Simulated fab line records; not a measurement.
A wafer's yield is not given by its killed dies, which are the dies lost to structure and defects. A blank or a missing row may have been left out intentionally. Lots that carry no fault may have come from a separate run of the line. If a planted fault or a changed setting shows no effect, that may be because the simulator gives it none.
2 desks, one fault ; flow gf180mcu ; what lay behind the numbers comes last; until then each desk has only its own

== DESK OF THE TOOL OWNER: implanter-01 ==
GF_VT_IMPLANT_IMPLANT_19, tool's own readings: per-lot mean of the sampled wafers with a number, covering each lot this tool ran. A lot is out of limits, marked OUT, if its mean lies more than 4 standard deviations from the usual mean; the brackets give that distance.
Columns: A = beam-on-s at GF_VT_IMPLANT_IMPLANT_19, usual 9.98 s; B = faraday-current-uA at GF_VT_IMPLANT_IMPLANT_19, usual 24.6
lot;first seen here;A;B
L178;day 7 19:29;9.68;25.3
L186;day 9 20:22;8.97 (-4.8) OUT;27.6 (+5.9) OUT
L187;day 10 04:43;9.34;26.6
Finding of this desk: L186 out of limits; the first was L186 at day 9 20:22, on beam-on-s at GF_VT_IMPLANT_IMPLANT_19. L178, L187: within limits.

== AT THE METROLOGY DESK ==
Lot by lot, what the gauges showed, no matter which tool ran the lot: averages of those sampled wafers that carry a number. A lot is out of limits, marked OUT, if its mean lies more than 4 standard deviations from the usual mean; the brackets give that distance.
Columns: A = VT_IMPLANT_2_TW at GF_VT_IMPLANT_TW_MEAS_21, usual 1210; B = VT_IMPLANT_02_OVL at GF_VT_IMPLANT_OVL_MEAS_29, usual 1.3 nm; C = VT_IMPLANT_4_TW at GF_VT_IMPLANT_TW_MEAS_43, usual 688
lot;first seen here;A;B;C
L173;day 6 12:37;1206;0.8;688
L174;day 6 18:10;1218;0.4;685
L176;day 7 06:47;1215;2.5;686
L177;day 7 11:11;1207;0.9;689
L178;day 7 19:44;1207;2.7;687
L179;day 8 02:25;1206;1.5;692
L186;day 9 20:37;1163 (-8.0) OUT;0.2;690
L187;day 10 05:00;1187;0.1;684
L188;day 10 11:35;1208;1.1;691
L189;day 10 16:55;1203;3.4;690
L193;day 11 18:58;1201;4.0;688
L194;day 12 01:44;1216;1.6;688
L196;day 12 14:31;1211;0.0;685
This desk reports L186 out of limits; the earliest was L186 at day 9 20:37 (VT_IMPLANT_2_TW at GF_VT_IMPLANT_TW_MEAS_21). L173, L174, L176, L177, L178, L179, L187, L188, L189, L193, L194, L196: within limits.

== ALL TOGETHER ==
The tool owner's desk had the chance to raise an alarm at day 9 20:22 on L186.
At day 9 20:37 the metrology desk could have sounded an alarm, on L186.
On implanter-01, each named lot ran GF_VT_IMPLANT_IMPLANT_19.

== WHAT THE SIMULATOR HAD INSERTED ==
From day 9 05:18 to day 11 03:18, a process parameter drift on implanter-01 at GF_VT_IMPLANT_IMPLANT_19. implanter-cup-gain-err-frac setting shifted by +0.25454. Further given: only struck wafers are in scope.
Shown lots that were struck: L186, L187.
Delay (hours) between the fault's onset and each desk's first out-of-limits reading: 15 at the tool owner's desk, 15 at the metrology desk.
